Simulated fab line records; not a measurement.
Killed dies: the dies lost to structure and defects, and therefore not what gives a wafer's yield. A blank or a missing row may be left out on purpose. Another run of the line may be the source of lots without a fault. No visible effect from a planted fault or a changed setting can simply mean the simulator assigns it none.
Comparing a struck lot with a sound one | flow sky130 | 33 steps out of a route of 708
Sound: wafers L690.2, L690.3, L690.6. The struck wafers were L697.1, L697.3, L697.5. The cause comes at the end.
Each step with rows lists, per side, the tool, then ch with its chambers, then its first start. Under that, the readings that differ: sound wafers | struck wafers | difference of the means | sigmas: that difference in standard deviations of wafers without a fault.
alike: readings with means less than 2 such deviations apart, plus words and numbers identical on both sides. not compared: withheld readings, readings lacking a value on some wafer, bounds such as >300 that could conceal the same value, and numbers that have no deviation in the record and whose values overlap.
A row with sigmas, a row that says differs or no value, or rows on one side alone: a step with any of these is where the two part. When numbers do not overlap yet have no deviation, they are printed without sigmas and do not part them. A reading that every wafer of one side lacks parts them only if that side has two wafers or more.

SKY_SD_P_CD_MEAS_07: target cd 380 nm.
  struck on cd-sem-02, day 29 13:59; sound on cd-sem-01, day 26 12:54
  alike: cd-nm
SKY_SD_P_OVL_MEAS_08:
  struck on overlay-01, day 29 14:06; sound on overlay-01, day 26 13:01
  reading       | sound          | struck      | difference | sigmas
  SD_P_OVL (nm) | -3.5 -2.8 -0.6 | 3.6 0.9 2.0 | +4.5       | +3
following that, these wafers have no rows for 1 step: SKY_SD_P_IMPLANT_09.
SKY_SD_P_STRIP_10: strips in O2/N2.
  sound on plasma-asher-02 ch 1, day 26 13:11; struck on plasma-asher-04 ch 0,1, day 29 14:17
  alike: chamber-pressure-mTorr, drypump-motor-current-A, oes-product-au, strip-time-to-endpoint-s
  not compared: rf-hours-counter-h
SKY_SD_P_TW_MEAS_11:
  struck on film-metro-04, day 29 14:23; sound on film-metro-04, day 26 13:18
  alike: SD_P_TW
then, 7 steps without rows for these wafers: SKY_RES_XHIGH_DEHYDRATE_00 (time 60 s); SKY_RES_XHIGH_HMDS_01 (prime time 60 s); SKY_RES_XHIGH_COAT_02 (resist thk 1140 nm); SKY_RES_XHIGH_SOFTBAKE_03 (time 60 s); SKY_RES_XHIGH_EXPOSE_04 (exposes mask URPM, target cd 1270 nm); SKY_RES_XHIGH_PEB_05; SKY_RES_XHIGH_DEVELOP_06 (develop time 60 s).
SKY_RES_XHIGH_IMPLANT_07:
  sound on implanter-02 ch 0, day 27 17:56; struck on implanter-02, day 30 17:34
  no value came back on the struck wafers for beam-energy-keV, beam-on-s (s), implant-ion-amu; on the sound wafers beam-energy-keV reads 19.993 19.985 19.999
SKY_RES_XHIGH_STRIP_08: strips in O2/N2.
  sound on plasma-asher-03 ch 0,1, day 27 18:04; struck on plasma-asher-03 ch 0,1, day 30 17:43
  alike: chamber-pressure-mTorr, drypump-motor-current-A, oes-product-au, strip-time-to-endpoint-s
  not compared: rf-hours-counter-h
SKY_RES_XHIGH_TW_MEAS_09:
  struck on film-metro-03, day 30 17:49; sound on film-metro-02, day 27 18:10
  reading      | sound          | struck   | difference | sigmas
  RES_XHIGH_TW | 1640 1649 1641 | 30 30 30 | -1613      | -99 or more
then, 7 steps without rows for these wafers: SKY_SD_N_DEHYDRATE_00 (time 60 s); SKY_SD_N_HMDS_01 (prime time 60 s); SKY_SD_N_COAT_02 (resist thk 1153 nm); SKY_SD_N_SOFTBAKE_03 (time 60 s); SKY_SD_N_EXPOSE_04 (exposes mask NSDM, target cd 380 nm); SKY_SD_N_PEB_05; SKY_SD_N_DEVELOP_06 (develop time 60 s).
SKY_SD_N_CD_MEAS_07: target cd 380 nm.
  struck on cd-sem-02, day 31 21:22; sound on cd-sem-02, day 28 22:51
  alike: cd-nm
SKY_SD_N_OVL_MEAS_08:
  struck on overlay-01, day 31 21:29; sound on overlay-02, day 28 22:58
  alike: SD_N_OVL
then, 2 steps without rows for these wafers: SKY_SD_N_IMPLANT_09; SKY_SD_N_IMPLANT_10.
SKY_SD_N_STRIP_11: strips in O2/N2.
  sound on plasma-asher-03 ch 0,1, day 28 23:17; struck on plasma-asher-01 ch 0,1, day 31 21:50
  alike: chamber-pressure-mTorr, drypump-motor-current-A, oes-product-au, strip-time-to-endpoint-s
  not compared: rf-hours-counter-h
SKY_SD_N_TW_MEAS_12:
  struck on film-metro-04, day 31 21:56; sound on film-metro-04, day 28 23:24
  alike: SD_N_TW
then, 1 step without rows for these wafers: SKY_SD_N_CLEAN_13 (cleans in SC1/SC2, time 150 s).
SKY_SD_N_RTA_14: time 2 s.
  sound on rtp-anneal-01 ch 0, day 28 23:31; struck on rtp-anneal-02 ch 0, day 31 22:02
  alike: lamp-power-pct, wafer_temp_C_max
SKY_SD_N_RS_MEAS_16: measures by four-point-probe.
  struck on film-metro-03, day 31 22:13; sound on film-metro-03, day 28 23:42
  alike: SD_N_RS
SKY_SD_N_RS_MEAS_17: measures by four-point-probe.
  struck on film-metro-03, day 31 22:20; sound on film-metro-03, day 28 23:49
  alike: SD_P_RS
SKY_SD_N_RS_MEAS_18: measures by four-point-probe.
  struck on film-metro-03, day 31 22:27; sound on film-metro-03, day 28 23:56
  reading               | sound             | struck            | difference | sigmas
  RES_XHIGH_RS (ohm/sq) | 333.7 333.3 333.8 | 133.0 133.0 132.9 | -200.6     | -99 or more

== WHERE THEY PART ==
At SKY_SD_P_OVL_MEAS_08 first; at SKY_SD_N_RS_MEAS_18 last (within this record only).

WHY: what the simulator had put in
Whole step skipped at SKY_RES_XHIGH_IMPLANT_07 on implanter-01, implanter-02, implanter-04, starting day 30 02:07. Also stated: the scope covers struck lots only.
